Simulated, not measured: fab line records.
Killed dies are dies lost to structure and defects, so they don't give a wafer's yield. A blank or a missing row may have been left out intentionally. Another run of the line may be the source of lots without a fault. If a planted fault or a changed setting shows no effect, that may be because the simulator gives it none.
Chamber matching || flow gf180mcu || GF_STI_CVD_23 on hdpcvd-02: 3 sister chambers
The step deposits SiO2, target thk 650 nm, time 108.3 s. 16 wafers are shown with their chamber, then 8 later ones without.

WAFERS PAIRED WITH THEIR CHAMBERS
{"wafer": "L377.2", "chamber": 2, "susceptor-temp-C (C)": 600.25}
{"wafer": "L377.3", "chamber": 1, "susceptor-temp-C (C)": 600.03}
{"wafer": "L377.6", "chamber": 2, "susceptor-temp-C (C)": 600.75}
{"wafer": "L379.2", "chamber": 2, "susceptor-temp-C (C)": 599.73}
{"wafer": "L379.4", "chamber": 1, "susceptor-temp-C (C)": 600.11}
{"wafer": "L379.5", "chamber": 2, "susceptor-temp-C (C)": 599.50}
{"wafer": "L380.2", "chamber": 2, "susceptor-temp-C (C)": 599.72}
{"wafer": "L380.3", "chamber": 0, "susceptor-temp-C (C)": 600.04}
{"wafer": "L380.4", "chamber": 0, "susceptor-temp-C (C)": 600.10}
{"wafer": "L382.1", "chamber": 2, "susceptor-temp-C (C)": 599.51}
{"wafer": "L382.5", "chamber": 1, "susceptor-temp-C (C)": 599.67}
{"wafer": "L382.6", "chamber": 0, "susceptor-temp-C (C)": 600.14}
{"wafer": "L389.1", "chamber": 2, "susceptor-temp-C (C)": 600.36}
{"wafer": "L389.4", "chamber": 0, "susceptor-temp-C (C)": 600.19}
{"wafer": "L389.5", "chamber": 1, "susceptor-temp-C (C)": 599.66}
{"wafer": "L392.1", "chamber": 2, "susceptor-temp-C (C)": 600.51}

SIGNATURES, as means of the wafers listed above
{"reading": "susceptor-temp-C", "chamber 0": 600.1175, "chamber 1": 599.8675, "chamber 2": 600.0412, "scatter within a chamber": 0.374}
Rule: distance of a wafer from a chamber = root of the sum over the readings of ((wafer's reading minus chamber's mean) / reading's scatter) squared. The wafer belongs to the nearest chamber; if the next one is less than 2 further off, it can't be placed. The scatter: take each reading less its chamber's mean, square it, sum over the shown wafers, divide by the number of wafers less the number of chambers, and take the root.

WAFERS MISSING THEIR CHAMBER
{"wafer": "L392.2", "susceptor-temp-C (C)": 599.91}
{"wafer": "L392.5", "susceptor-temp-C (C)": 600.10}
{"wafer": "L394.1", "susceptor-temp-C (C)": 599.95}
{"wafer": "L394.2", "susceptor-temp-C (C)": 600.25}
{"wafer": "L394.5", "susceptor-temp-C (C)": 600.29}
{"wafer": "L397.1", "susceptor-temp-C (C)": 600.31}
{"wafer": "L397.3", "susceptor-temp-C (C)": 599.96}
{"wafer": "L397.4", "susceptor-temp-C (C)": 599.62}

THE CHAMBER EACH PASSED THROUGH
{"wafer": "L392.2", "from the rows above": "can't be placed: 1 or 2 or 0", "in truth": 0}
{"wafer": "L392.5", "from the rows above": "can't be placed: 0 or 2 or 1", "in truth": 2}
{"wafer": "L394.1", "from the rows above": "can't be placed: 1 or 2 or 0", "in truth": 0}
{"wafer": "L394.2", "from the rows above": "can't be placed: 0 or 2 or 1", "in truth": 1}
{"wafer": "L394.5", "from the rows above": "can't be placed: 0 or 2 or 1", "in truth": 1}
{"wafer": "L397.1", "from the rows above": "can't be placed: 0 or 2 or 1", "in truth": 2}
{"wafer": "L397.3", "from the rows above": "can't be placed: 2 or 1 or 0", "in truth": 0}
{"wafer": "L397.4", "from the rows above": "can't be placed: 1 or 2 or 0", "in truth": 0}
0 of 8 placed correctly. Cannot be placed on the basis of these rows: 8; the candidates contain the true chamber in 8. Wrongly placed: 0.
